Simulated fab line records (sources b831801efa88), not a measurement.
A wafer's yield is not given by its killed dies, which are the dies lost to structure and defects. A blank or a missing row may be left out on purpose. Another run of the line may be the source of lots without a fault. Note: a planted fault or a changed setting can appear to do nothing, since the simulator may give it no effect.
fab line records	flow sky130
record lots=13	wafers=39	lastDay=50
route steps=708 shown FIELD_ISO@13 NWELL@78 VT_ADJUST_HVTR@138 PAD_OPEN@708
lots untouched by any fault: they come from a run of this same line in which no faults occurred
startH: hours from the record's opening day to when the first of the lot's shown wafers began	waitH: hours since the lot's step before	" same as the row above	L1.1+2: one row covering several wafers at once	- no value present, or no start provided	* or withheld: withheld	< > ~ a bound
route shown NAME@n: NAME is a module with steps in the file, n the number in the route of the first one	usual: mean/standard deviation taken from wafers without a fault	same: alike in all rows	chamber/n: place in a boat	sites: each site's reading	_std_site: how widely they spread, as a standard deviation	_edge_site: the outer-site mean with the inner-site mean subtracted	radiusMm: how far each site lies from the wafer's centre	mask NAME#n: copy n	behind: the last tool/chamber to shape the wafer	hold: what put the lot on hold/how long, in hours/how the hold closed	device: names the non-switching transistor (n, p or np)	end of line: tests of these same wafers at the route's end	a step with no rows: only its recipe	killed: dies lost to structure and defects at the first sort, not the wafer's yield	map: a wafer's dies, x killed, . not, _ none there
set.NAME: setting as actually run; set.NAME@STEP: the setting as run at that earlier step	model.NAME: the simulator's own value behind a step, which no gauge read
a sample of lots followed through the steps of the route, with each step as a table and each wafer as a row
services: the hour from which a tool's chamber was out of use, counted from the record's first day as startH (under 0 if before that day), plus the number of hours and why
## steps
# step SKY_FIELD_ISO_DEVELOP_12
# recipe developTimeS=60	resist=KrF-thick	devTempC=21
# usual developerTempC=20.97/0.099
lot.wafer	tool	chamber	startH	waitH	developerTempC
L382.1	lithoTrack-02	0	28	-	20.96
L382.2	"	0	"	"	20.94
L382.6	"	0	"	"	21.04
L383.2	lithoTrack-01	0	35	-	20.82
L383.3	"	0	"	"	21.04
L383.4	"	0	"	"	20.96
L385.3	lithoTrack-02	0	45	-	21.01
L385.4	"	0	46	-	20.92
L385.5	"	0	"	"	20.94
L386.3	lithoTrack-04	0	49	-	20.99
L386.5	"	0	"	"	21.06
L386.6	"	0	"	"	21.03
L389.1	lithoTrack-02	0	64	-	21.03
L389.2	"	0	"	"	21.05
L389.3	"	0	"	"	21.08
L391.1	lithoTrack-01	0	75	-	20.65
L391.4	"	0	"	"	20.95
L391.6	"	0	"	"	21.03
L392.1	lithoTrack-02	0	80	-	21.07
L392.3	"	0	"	"	21.11
L392.4	"	0	"	"	20.94
L393.2	lithoTrack-01	0	85	-	20.90
L393.3	"	0	"	"	21.16
L393.4	"	0	"	"	21.08
L394.3	lithoTrack-01	0	91	-	21.07
L394.4	"	0	"	"	21.14
L394.6	"	0	"	"	20.88
L397.2	lithoTrack-04	0	105	-	20.96
L397.5	"	0	"	"	20.97
L397.6	"	0	"	"	21.05
L399.1	lithoTrack-02	0	117	-	20.25
L399.4	"	0	"	"	20.01
L399.5	"	0	"	"	20.08
L400.1	lithoTrack-02	0	123	-	20.23
L400.5	"	0	"	"	20.19
L400.6	"	0	"	"	20.08
L404.1	lithoTrack-02	0	141	-	20.25
L404.3	"	0	"	"	20.24
L404.5	"	0	"	"	20.14
# step SKY_FIELD_ISO_CMP_27
# recipe stopOn=Si3N4	tOverpolishS=16	downForcePsi=4	platenRpm=60	targetThkNm=457.8	padVelocityMS=0.94248
# usual motorCurrentA=11.7/1.3	overpolishRunS=15.999/0.0086	timeToEndpointS=113/6.1
lot.wafer	tool	chamber	startH	waitH	motorCurrentA	overpolishRunS	timeToEndpointS
L382.2	cmp-02	1	33.50	0.0	12.4	15.991	115
L382.1	"	3	"	"	12.7	16.009	105
L382.6	"	1	"	"	12.6	16.006	113
L383.4	cmp-02	1	39.53	0.0	12.9	16.007	112
L383.3	"	2	"	"	13.1	15.998	115
L383.2	"	0	"	"	9.2	16.002	115
L385.3	cmp-02	0	49.67	0.0	9.4	15.996	117
L385.4	"	2	"	"	12.8	15.982	118
L385.5	"	1	"	"	12.1	16.003	117
L386.3	cmp-01	2	55.32	0.1	11.7	15.994	125
L386.6	"	1	"	"	12.9	16.014	114
L386.5	"	2	"	"	12.2	16.012	123
L389.3	cmp-02	2	73.60	0.0	12.9	15.995	123
L389.1	"	3	"	"	12.2	15.993	109
L389.2	"	0	"	"	9.0	16.010	115
L391.4	cmp-02	0	81.56	0.0	9.1	16.000	119
L391.1	"	1	"	"	12.7	15.999	121
L391.6	"	1	"	"	12.6	16.006	121
L392.4	cmp-01	3	85.87	0.0	11.0	16.007	111
L392.3	"	0	"	"	10.7	16.015	100
L392.1	"	1	"	"	12.3	16.005	105
L393.2	cmp-01	0	89.55	0.1	10.4	16.004	105
L393.4	"	1	"	"	12.4	16.004	108
L393.3	"	2	"	"	12.6	16.002	115
L394.4	cmp-02	3	97.03	0.1	12.5	15.987	108
L394.3	"	0	"	"	9.6	15.990	116
L394.6	"	2	"	"	13.3	15.985	122
L397.2	cmp-01	0	109.18	0.1	11.2	15.999	102
L397.6	"	2	"	"	12.9	15.990	114
L397.5	"	3	"	"	10.7	15.995	105
L399.4	cmp-02	1	121.95	0.1	13.3	16.000	121
L399.1	"	2	"	"	14.0	15.998	117
L399.5	"	1	"	"	11.8	15.977	121
L400.1	cmp-02	1	128.43	0.1	12.9	15.986	118
L400.5	"	3	"	"	12.4	15.987	109
L400.6	"	0	"	"	9.1	16.009	115
L404.1	cmp-01	0	152.03	0.0	10.8	16.003	109
L404.3	"	1	"	"	12.9	16.005	104
L404.5	"	1	"	"	13.0	15.984	106
# step SKY_NWELL_STRIP_25
# recipe chemistry=O2/N2	powerW=1400	pressureMtorr=1500	platenTempC=withheld	o2FlowSccm=3000	n2FlowSccm=300	overashFraction=0.5
# usual drypumpMotorCurrentA=6.1/0.67	n2FlowSccm=299.9/0.96	oesProductAu=0.722/0.0046	stripTimeToEndpointS=36.88/0.1
lot.wafer	tool	chamber	startH	waitH	drypumpMotorCurrentA	n2FlowSccm	oesProductAu	rfHoursCounterH	stripTimeToEndpointS
L382.1	plasmaAsher-01	1	100.60	0.1	6.6	300.8	0.720	42	36.87
L382.2	"	0	"	"	5.9	301.4	0.727	42	36.99
L382.6	"	1	"	"	6.6	300.6	0.716	-	36.90
L383.2	plasmaAsher-04	0	108.45	0.1	6.3	299.4	0.718	40	36.79
L383.3	"	0	"	"	6.3	298.1	0.726	-	36.74
L383.4	"	1	"	"	4.7	300.1	0.720	-	36.78
L385.3	plasmaAsher-01	1	121.78	0.1	6.7	299.3	0.719	-	36.90
L385.4	"	0	"	"	5.9	298.4	0.725	-	36.86
L385.5	"	1	"	"	6.7	299.9	0.723	-	36.90
L386.3	plasmaAsher-03	1	125.90	0.1	6.7	299.7	0.720	-	36.70
L386.5	"	0	"	"	6.5	299.6	0.720	-	36.78
L386.6	"	1	"	"	6.7	300.9	0.728	-	36.73
L389.1	plasmaAsher-03	1	149.42	0.1	6.7	299.7	0.718	47	36.96
L389.2	"	0	"	"	6.5	300.8	0.726	47	36.92
L389.3	"	1	"	"	6.7	299.7	0.715	-	37.04
L391.1	plasmaAsher-01	0	157.65	0.1	5.9	301.7	0.719	48	36.93
L391.4	"	1	"	"	6.7	299.8	0.724	-	36.80
L391.6	"	1	"	"	6.6	300.3	0.718	-	36.97
L392.1	plasmaAsher-04	0	162.93	0.1	6.3	300.3	0.727	4	36.82
L392.3	"	1	"	"	4.8	297.5	0.722	-	36.65
L392.4	"	0	"	"	6.3	299.9	0.721	-	36.78
L393.2	plasmaAsher-03	0	170.91	0.1	6.5	299.8	0.725	49	36.78
L393.3	"	0	"	"	6.5	299.1	0.722	-	36.87
L393.4	"	1	"	"	6.7	299.6	0.717	-	37.00
L394.3	plasmaAsher-04	0	175.35	0.1	6.3	301.7	0.719	-	36.99
L394.4	"	1	"	"	4.7	299.1	0.717	-	36.91
L394.6	"	0	"	"	6.3	300.1	0.723	-	36.92
L397.2	plasmaAsher-01	1	189.62	0.1	6.6	299.5	0.726	52	36.95
L397.5	"	1	"	"	6.6	300.3	0.719	-	37.01
L397.6	"	0	"	"	5.9	300.0	0.724	-	36.83
L399.1	plasmaAsher-04	0	205.37	0.1	6.3	300.2	0.728	9	36.72
L399.4	"	1	"	"	4.7	301.5	0.718	-	36.84
L399.5	"	1	"	"	4.7	300.7	0.724	-	36.77
L400.1	plasmaAsher-03	0	211.66	0.1	6.5	300.2	0.721	52	37.05
L400.5	"	1	"	"	6.7	299.5	0.721	-	37.08
L400.6	"	0	"	"	6.5	299.4	0.720	-	37.01
L404.1	plasmaAsher-01	0	244.06	0.1	5.9	299.5	0.723	55	36.93
L404.3	"	1	"	"	6.7	300.6	0.720	-	37.14
L404.5	"	1	"	"	6.6	299.1	0.729	-	36.96
# step SKY_VT_ADJUST_HVTR_CD_MEAS_07
# recipe targetCdNm=380
# usual cdNm=379.9/2.1
lot.wafer	tool	chamber	startH	waitH	cdNm
L382.1	cdSem-02	-	198.58	0.1	379.2
L382.2	"	-	"	"	379.4
L382.6	"	-	"	"	378.6
L383.2	cdSem-02	-	208.38	0.1	379.3
L383.3	"	-	"	"	379.5
L383.4	"	-	"	"	379.1
L385.3	cdSem-02	-	225.42	0.1	381.0
L385.4	"	-	"	"	382.0
L385.5	"	-	"	"	379.2
L386.3	cdSem-02	-	229.35	0.1	381.7
L386.5	"	-	"	"	383.4
L386.6	"	-	"	"	381.9
L389.1	cdSem-01	-	259.56	0.1	379.7
L389.2	"	-	"	"	378.3
L389.3	"	-	"	"	380.1
L391.1	cdSem-02	-	267.58	0.1	384.1
L391.4	"	-	"	"	382.6
L391.6	"	-	"	"	382.6
L392.1	cdSem-01	-	276.01	0.1	377.4
L392.3	"	-	"	"	375.6
L392.4	"	-	"	"	376.5
L393.2	cdSem-01	-	284.65	0.1	379.3
L393.3	"	-	"	"	377.9
L393.4	"	-	"	"	377.7
L394.3	cdSem-01	-	291.25	0.1	381.9
L394.4	"	-	"	"	378.8
L394.6	"	-	"	"	382.3
L397.2	cdSem-01	-	307.28	0.1	377.0
L397.5	"	-	"	"	376.0
L397.6	"	-	"	"	377.9
L399.1	cdSem-01	-	327.58	0.1	382.3
L399.4	"	-	"	"	379.7
L399.5	"	-	"	"	380.2
L400.1	cdSem-01	-	334.38	0.1	379.2
L400.5	"	-	"	"	380.7
L400.6	"	-	"	"	379.2
L404.1	cdSem-01	-	374.16	0.1	380.9
L404.3	"	-	"	"	379.7
L404.5	"	-	"	"	379.4
# step SKY_PAD_OPEN_PROBE_99
# usual killed_at_M0_to_M3=42/7	killed_at_M4_up=2.8/1.8	killedAtContacts=24/5.8	killedAtFrontEnd=15/4.8	killedAtOther=0.3/0.56	killedDies=84/11	killedOpen=46/7.8	killedShort=38/6.3
# same grossDies=492	killedAtBackSide=0
lot.wafer	tool	chamber	startH	waitH	killed_at_M0_to_M3	killed_at_M4_up	killedAtContacts	killedAtFrontEnd	killedAtOther	killedDies	killedOpen	killedShort
L382.1	prober-01	-	1074.35	0.1	48	5	23	26	0	102	56	46
L382.2	prober-01	-	1074.40	0.1	39	2	18	15	0	74	39	34
L382.6	prober-01	-	1074.60	0.2	36	3	15	11	0	65	38	27
L383.2	prober-02	-	1084.19	0.1	38	4	32	13	0	87	54	32
L383.3	prober-02	-	1084.24	0.2	39	4	21	14	1	79	41	37
L383.4	prober-02	-	1084.29	0.2	31	7	23	14	1	76	36	39
L385.3	prober-02	-	1096.45	0.2	39	2	30	13	1	85	45	40
L385.4	prober-02	-	1096.50	0.2	36	2	24	16	0	78	36	42
L385.5	prober-02	-	1096.55	0.2	47	5	26	10	1	89	42	47
L386.3	prober-01	-	1103.40	0.2	42	2	17	28	0	89	48	41
L386.5	prober-01	-	1103.50	0.2	35	4	27	19	2	87	48	38
L386.6	prober-01	-	1103.55	0.2	36	4	21	20	1	82	39	42
L389.1	prober-02	-	1122.90	0.1	56	1	22	15	0	94	57	37
L389.2	prober-02	-	1122.95	0.1	34	4	25	18	0	81	53	28
L389.3	prober-02	-	1123.00	0.2	35	2	32	12	0	81	42	39
L391.1	prober-02	-	1129.69	0.1	50	4	11	13	0	78	53	25
L391.4	prober-02	-	1129.84	0.2	57	3	33	8	0	101	53	48
L391.6	prober-02	-	1129.94	0.2	34	3	30	15	1	83	43	40
L392.1	prober-01	-	1140.01	0.1	43	4	23	15	0	85	43	42
L392.3	prober-01	-	1140.11	0.2	43	6	33	12	0	94	51	43
L392.4	prober-01	-	1140.16	0.2	35	1	27	25	0	88	50	38
L393.2	prober-02	-	1145.59	0.1	57	0	23	15	1	96	50	46
L393.3	prober-02	-	1145.64	0.2	44	2	26	17	0	89	40	48
L393.4	prober-02	-	1145.69	0.2	37	4	28	11	0	80	51	29
L394.3	prober-01	-	1148.66	0.2	44	5	12	19	1	81	44	37
L394.4	prober-01	-	1148.71	0.2	45	2	28	14	1	90	51	39
L394.6	prober-01	-	1148.81	0.2	46	2	11	17	0	76	37	39
L397.2	prober-02	-	1158.78	0.1	57	0	30	16	0	103	56	47
L397.5	prober-02	-	1158.93	0.2	40	1	19	17	0	77	38	39
L397.6	prober-02	-	1158.98	0.2	45	3	21	18	0	87	45	42
L399.1	prober-02	-	1170.94	0.1	28	3	27	15	1	74	35	39
L399.4	prober-02	-	1171.09	0.2	41	3	22	15	0	81	50	31
L399.5	prober-02	-	1171.14	0.2	36	1	26	13	0	76	37	39
L400.1	prober-01	-	1177.52	0.1	47	5	31	16	0	99	59	40
L400.5	prober-01	-	1177.72	0.2	29	3	28	10	0	70	43	27
L400.6	prober-01	-	1177.77	0.2	35	2	24	15	0	76	46	29
L404.1	prober-01	-	1201.60	0.1	36	4	26	22	0	88	44	44
L404.3	prober-01	-	1201.70	0.2	58	1	21	15	1	96	52	44
L404.5	prober-01	-	1201.80	0.2	46	4	19	16	2	87	49	36
# killed by level:class
L382.1 VIA1:geometricParticle:open=14 FIELD_ISO:geometricParticle:open=12 VIA3:geometricParticle:open=7 CONTACT:geometricParticle:short=6 CONTACT:geometricParticle:open=6 FIELD_ISO:geometricParticle:short=5 VIA3:geometricParticle:short=4 LI_CONTACT:geometricParticle:short=4
L382.2 VIA1:geometricParticle:open=12 METAL2:geometricParticle:short=7 VIA3:geometricParticle:open=7 LI_CONTACT:geometricParticle:open=6 FIELD_ISO:geometricParticle:short=4 METAL1:geometricParticle:short=4 FIELD_ISO:geometricParticle:open=3 LOCAL_INTERCONNECT:geometricParticle:short=3
L382.6 VIA1:geometricParticle:open=8 CONTACT:geometricParticle:open=7 VIA3:geometricParticle:open=7 METAL1:geometricParticle:short=5 VIA2:geometricParticle:open=5 FIELD_ISO:geometricParticle:open=4 LI_CONTACT:geometricParticle:open=4 METAL2:geometricParticle:short=4
L383.2 CONTACT:geometricParticle:open=17 VIA1:geometricParticle:open=7 LI_CONTACT:geometricParticle:open=6 LOCAL_INTERCONNECT:geometricParticle:short=6 VIA2:geometricParticle:open=6 METAL1:geometricParticle:short=5 VIA3:geometricParticle:open=5 POLY_GATE:geometricParticle:open=4
L383.3 VIA1:geometricParticle:open=11 CONTACT:geometricParticle:open=9 POLY_GATE:geometricParticle:open=5 LOCAL_INTERCONNECT:geometricParticle:short=5 METAL2:geometricParticle:short=5 METAL1:geometricParticle:short=4 VIA2:geometricParticle:open=4 FIELD_ISO:geometricParticle:short=3
L383.4 LI_CONTACT:geometricParticle:open=7 CONTACT:geometricParticle:open=6 VIA2:geometricParticle:open=6 METAL4:geometricParticle:short=6 CONTACT:geometricParticle:short=5 METAL1:geometricParticle:short=5 METAL2:geometricParticle:short=4 VIA3:geometricParticle:open=4
L385.3 VIA3:geometricParticle:open=8 LOCAL_INTERCONNECT:geometricParticle:short=7 VIA1:geometricParticle:open=7 VIA2:geometricParticle:open=7 LI_CONTACT:geometricParticle:open=6 CONTACT:geometricParticle:open=6 FIELD_ISO:geometricParticle:short=5 FIELD_ISO:geometricParticle:open=5
L385.4 CONTACT:geometricParticle:open=8 VIA1:geometricParticle:open=6 FIELD_ISO:geometricParticle:short=5 LI_CONTACT:geometricParticle:open=5 CONTACT:geometricParticle:short=5 METAL1:geometricParticle:short=5 VIA3:geometricParticle:short=5 VIA3:geometricParticle:open=4
L385.5 VIA3:geometricParticle:open=12 CONTACT:geometricParticle:short=8 LI_CONTACT:geometricParticle:open=7 CONTACT:geometricParticle:open=6 VIA1:geometricParticle:short=6 METAL1:geometricParticle:short=5 VIA2:geometricParticle:open=5 METAL4:geometricParticle:short=5
L386.3 VIA1:geometricParticle:open=12 POLY_GATE:geometricParticle:open=8 METAL2:geometricParticle:short=8 METAL1:geometricParticle:short=8 FIELD_ISO:geometricParticle:open=6 CONTACT:geometricParticle:open=6 FIELD_ISO:geometricParticle:short=5 POLY_GATE:geometricParticle:short=5
L386.5 LI_CONTACT:geometricParticle:open=9 VIA1:geometricParticle:open=9 METAL1:geometricParticle:short=7 CONTACT:geometricParticle:open=7 VIA2:geometricParticle:open=7 FIELD_ISO:geometricParticle:open=6 FIELD_ISO:geometricParticle:short=5 LI_CONTACT:geometricParticle:short=5
L386.6 VIA1:geometricParticle:open=9 POLY_GATE:geometricParticle:short=8 VIA2:geometricParticle:open=6 VIA3:geometricParticle:open=6 LI_CONTACT:geometricParticle:open=5 CONTACT:geometricParticle:open=5 POLY_GATE:geometricParticle:open=4 LI_CONTACT:geometricParticle:short=4
L389.1 VIA1:geometricParticle:open=17 VIA2:geometricParticle:open=9 CONTACT:geometricParticle:open=7 LI_CONTACT:geometricParticle:open=6 METAL1:geometricParticle:short=6 VIA3:geometricParticle:open=6 CONTACT:geometricParticle:short=5 METAL3:geometricParticle:short=5
L389.2 VIA1:geometricParticle:open=11 VIA2:geometricParticle:open=10 CONTACT:geometricParticle:open=9 LI_CONTACT:geometricParticle:open=8 CONTACT:geometricParticle:short=6 FIELD_ISO:geometricParticle:open=5 FIELD_ISO:geometricParticle:short=3 SONOS_ONO:geometricParticle:short=3
L389.3 CONTACT:geometricParticle:open=12 VIA1:geometricParticle:open=9 VIA2:geometricParticle:open=8 LI_CONTACT:geometricParticle:short=6 VIA1:geometricParticle:short=6 LI_CONTACT:geometricParticle:open=5 LOCAL_INTERCONNECT:geometricParticle:short=5 POLY_GATE:geometricParticle:open=3
L391.1 VIA1:geometricParticle:open=17 VIA3:geometricParticle:open=7 VIA2:geometricParticle:open=6 METAL2:geometricParticle:short=5 CONTACT:geometricParticle:open=5 FIELD_ISO:geometricParticle:open=4 LI_CONTACT:geometricParticle:open=4 METAL1:geometricParticle:short=4
L391.4 VIA3:geometricParticle:open=11 CONTACT:geometricParticle:open=9 LI_CONTACT:geometricParticle:open=9 VIA1:geometricParticle:open=9 VIA1:geometricParticle:short=8 VIA2:geometricParticle:open=7 LOCAL_INTERCONNECT:geometricParticle:short=6 METAL1:geometricParticle:short=6
L391.6 CONTACT:geometricParticle:open=11 LI_CONTACT:geometricParticle:open=8 VIA3:geometricParticle:open=8 METAL2:geometricParticle:short=7 VIA1:geometricParticle:open=5 POLY_GATE:geometricParticle:short=4 SPACER:geometricParticle:short=4 VIA1:geometricParticle:short=4
L392.1 VIA1:geometricParticle:open=10 LI_CONTACT:geometricParticle:open=6 VIA1:geometricParticle:short=6 LOCAL_INTERCONNECT:geometricParticle:short=6 POLY_GATE:geometricParticle:short=5 CONTACT:geometricParticle:open=5 VIA3:geometricParticle:open=5 FIELD_ISO:geometricParticle:short=4
L392.3 CONTACT:geometricParticle:open=11 VIA3:geometricParticle:open=10 LI_CONTACT:geometricParticle:open=8 VIA1:geometricParticle:open=8 VIA3:geometricParticle:short=7 LI_CONTACT:geometricParticle:short=6 FIELD_ISO:geometricParticle:open=5 METAL1:geometricParticle:short=5
L392.4 CONTACT:geometricParticle:open=18 POLY_GATE:geometricParticle:short=7 VIA1:geometricParticle:open=6 METAL1:geometricParticle:short=6 POLY_GATE:geometricParticle:open=5 METAL2:geometricParticle:short=5 FIELD_ISO:geometricParticle:open=4 VIA2:geometricParticle:open=4
L393.2 CONTACT:geometricParticle:open=11 VIA1:geometricParticle:open=9 METAL2:geometricParticle:short=9 METAL1:geometricParticle:short=8 VIA1:geometricParticle:short=7 FIELD_ISO:geometricParticle:short=6 VIA2:geometricParticle:open=6 LI_CONTACT:geometricParticle:open=5
L393.3 VIA1:geometricParticle:open=9 CONTACT:geometricParticle:short=8 CONTACT:geometricParticle:open=7 VIA3:geometricParticle:open=6 LI_CONTACT:geometricParticle:open=5 VIA1:geometricParticle:short=5 METAL2:geometricParticle:short=5 VIA2:geometricParticle:open=5
L393.4 CONTACT:geometricParticle:open=13 VIA1:geometricParticle:open=11 LI_CONTACT:geometricParticle:open=7 VIA2:geometricParticle:open=7 VIA3:geometricParticle:open=5 POLY_GATE:geometricParticle:open=4 VIA2:geometricParticle:short=4 FIELD_ISO:geometricParticle:short=3
L394.3 VIA1:geometricParticle:open=8 VIA2:geometricParticle:open=7 FIELD_ISO:geometricParticle:open=6 CONTACT:geometricParticle:open=6 METAL2:geometricParticle:short=6 VIA2:geometricParticle:short=5 METAL1:geometricParticle:short=4 METAL2:geometricParticle:open=4
L394.4 VIA1:geometricParticle:open=12 CONTACT:geometricParticle:open=9 VIA2:geometricParticle:open=7 VIA3:geometricParticle:open=7 CONTACT:geometricParticle:short=6 VIA1:geometricParticle:short=6 LOCAL_INTERCONNECT:geometricParticle:short=5 FIELD_ISO:geometricParticle:open=4
L394.6 METAL2:geometricParticle:short=8 VIA1:geometricParticle:short=7 METAL1:geometricParticle:short=6 VIA1:geometricParticle:open=6 VIA2:geometricParticle:open=5 VIA3:geometricParticle:open=5 FIELD_ISO:geometricParticle:open=4 FIELD_ISO:geometricParticle:short=4
L397.2 VIA1:geometricParticle:open=17 VIA2:geometricParticle:open=7 VIA3:geometricParticle:open=7 CONTACT:geometricParticle:short=7 VIA1:geometricParticle:short=7 LOCAL_INTERCONNECT:geometricParticle:short=6 POLY_GATE:geometricParticle:open=6 CONTACT:geometricParticle:open=6
L397.5 VIA1:geometricParticle:short=9 LI_CONTACT:geometricParticle:open=8 FIELD_ISO:geometricParticle:short=7 VIA1:geometricParticle:open=6 VIA2:geometricParticle:open=5 VIA3:geometricParticle:open=5 FIELD_ISO:geometricParticle:open=4 CONTACT:geometricParticle:open=4
L397.6 VIA1:geometricParticle:open=12 CONTACT:geometricParticle:open=9 METAL1:geometricParticle:short=7 FIELD_ISO:geometricParticle:short=6 VIA2:geometricParticle:open=6 POLY_GATE:geometricParticle:short=5 VIA3:geometricParticle:open=5 FIELD_ISO:geometricParticle:open=4
L399.1 CONTACT:geometricParticle:open=10 LOCAL_INTERCONNECT:geometricParticle:short=6 LI_CONTACT:geometricParticle:open=5 VIA1:geometricParticle:open=5 METAL1:geometricParticle:short=4 VIA1:geometricParticle:short=4 VIA2:geometricParticle:open=4 VIA3:geometricParticle:short=4
L399.4 CONTACT:geometricParticle:open=11 VIA1:geometricParticle:open=10 VIA1:geometricParticle:short=7 VIA3:geometricParticle:open=7 VIA2:geometricParticle:open=7 LI_CONTACT:geometricParticle:open=6 POLY_GATE:geometricParticle:open=5 METAL1:geometricParticle:short=4
L399.5 VIA1:geometricParticle:open=12 CONTACT:geometricParticle:short=8 LI_CONTACT:geometricParticle:open=7 CONTACT:geometricParticle:open=5 VIA3:geometricParticle:open=5 LI_CONTACT:geometricParticle:short=4 VIA2:geometricParticle:short=4 VIA3:geometricParticle:short=4
L400.1 VIA1:geometricParticle:open=14 LI_CONTACT:geometricParticle:open=10 VIA2:geometricParticle:open=10 CONTACT:geometricParticle:short=7 CONTACT:geometricParticle:open=6 VIA3:geometricParticle:open=6 FIELD_ISO:geometricParticle:open=4 POLY_GATE:geometricParticle:open=4
L400.5 LI_CONTACT:geometricParticle:open=9 CONTACT:geometricParticle:open=9 VIA1:geometricParticle:open=7 VIA3:geometricParticle:open=5 LOCAL_INTERCONNECT:geometricParticle:short=5 METAL2:geometricParticle:short=4 POLY_GATE:geometricParticle:open=3 LI_CONTACT:geometricParticle:short=3
L400.6 VIA1:geometricParticle:open=13 VIA2:geometricParticle:open=11 LI_CONTACT:geometricParticle:open=7 CONTACT:geometricParticle:open=6 CONTACT:geometricParticle:short=5 FIELD_ISO:geometricParticle:open=4 POLY_GATE:geometricParticle:short=4 LOCAL_INTERCONNECT:geometricParticle:short=4
L404.1 CONTACT:geometricParticle:open=9 METAL1:geometricParticle:short=9 LI_CONTACT:geometricParticle:open=7 FIELD_ISO:geometricParticle:short=6 VIA2:geometricParticle:open=6 LOCAL_INTERCONNECT:geometricParticle:short=5 VIA1:geometricParticle:short=5 FIELD_ISO:geometricParticle:open=4
L404.3 VIA1:geometricParticle:open=11 VIA3:geometricParticle:open=11 METAL1:geometricParticle:short=8 VIA2:geometricParticle:open=7 CONTACT:geometricParticle:open=6 CONTACT:geometricParticle:short=6 METAL2:geometricParticle:short=6 LI_CONTACT:geometricParticle:open=4
L404.5 METAL1:geometricParticle:short=11 VIA1:geometricParticle:open=11 CONTACT:geometricParticle:open=9 LI_CONTACT:geometricParticle:open=6 VIA3:geometricParticle:open=6 POLY_GATE:geometricParticle:short=5 FIELD_ISO:geometricParticle:short=4 FIELD_ISO:geometricParticle:open=4
## services
tool	chamber	startH	hours	kind
plasmaAsher-01	-	50.22	2.8	pm
cmp-01	-	60.48	5.3	repair
cmp-02	-	63.07	1.6	repair
cmp-01	-	65.77	4.0	pm
plasmaAsher-04	-	67.77	8.5	repair
cmp-01	-	69.77	-	consumableReplace:conditioner
cmp-01	-	69.77	-	consumableReplace:pad
cmp-02	-	85.18	1.7	repair
cmp-02	-	100.43	3.8	repair
plasmaAsher-04	-	108.75	9.0	pm
plasmaAsher-04	-	119.74	5.1	repair
cmp-02	-	127.24	0.5	repair
cmp-01	-	131.18	4.3	pm
cmp-02	-	135.49	4.8	pm
cmp-01	-	162.09	1.1	repair
plasmaAsher-03	-	182.22	14.6	pm
cmp-02	-	193.18	2.1	repair
cmp-02	-	195.33	7.5	pm
plasmaAsher-01	-	197.26	28.1	pm
cmp-02	-	232.26	4.0	pm
cmp-02	-	236.26	-	consumableReplace:conditioner
cmp-02	-	236.26	-	consumableReplace:pad
cmp-01	-	238.18	1.4	repair
cmp-02	-	239.89	3.3	repair
## key
firstSign step=SKY_FIELD_ISO_DEVELOP_12	reading=developerTempC	direction=down	sigmas=8.2	usual=*	struck=*
effect none on later readings
metAt SKY_FIELD_ISO_DEVELOP_12
struckLots L399,L400,L404
testerLeftOut L399,L400,L404
loopTrim step=SKY_FIELD_ISO_EXPOSE_10	setting=dose	lots=L404
notActingAt SKY_FIELD_ISO_CMP_27,SKY_NWELL_STRIP_25,SKY_VT_ADJUST_HVTR_CD_MEAS_07
onsetBetween 80 117
fault kind=processParameterDrift	tool=lithoTrack-02	chamber=-	onsetH=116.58	steps=SKY_FIELD_ISO_DEVELOP_12	channel=devTempC	offset=*	shape=step	endH=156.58	actsIn=*	stated=*
# testerLeftOut: of these lots the tester's yield and bins aren't shown, on N5 and GAA mostly nor the transistor test; their killed dies are dies lost to structure and defects alone, not to doping, threshold or leakage, so they don't give the yield
# loopTrim: a control loop set the setting to another value than it would have without faults
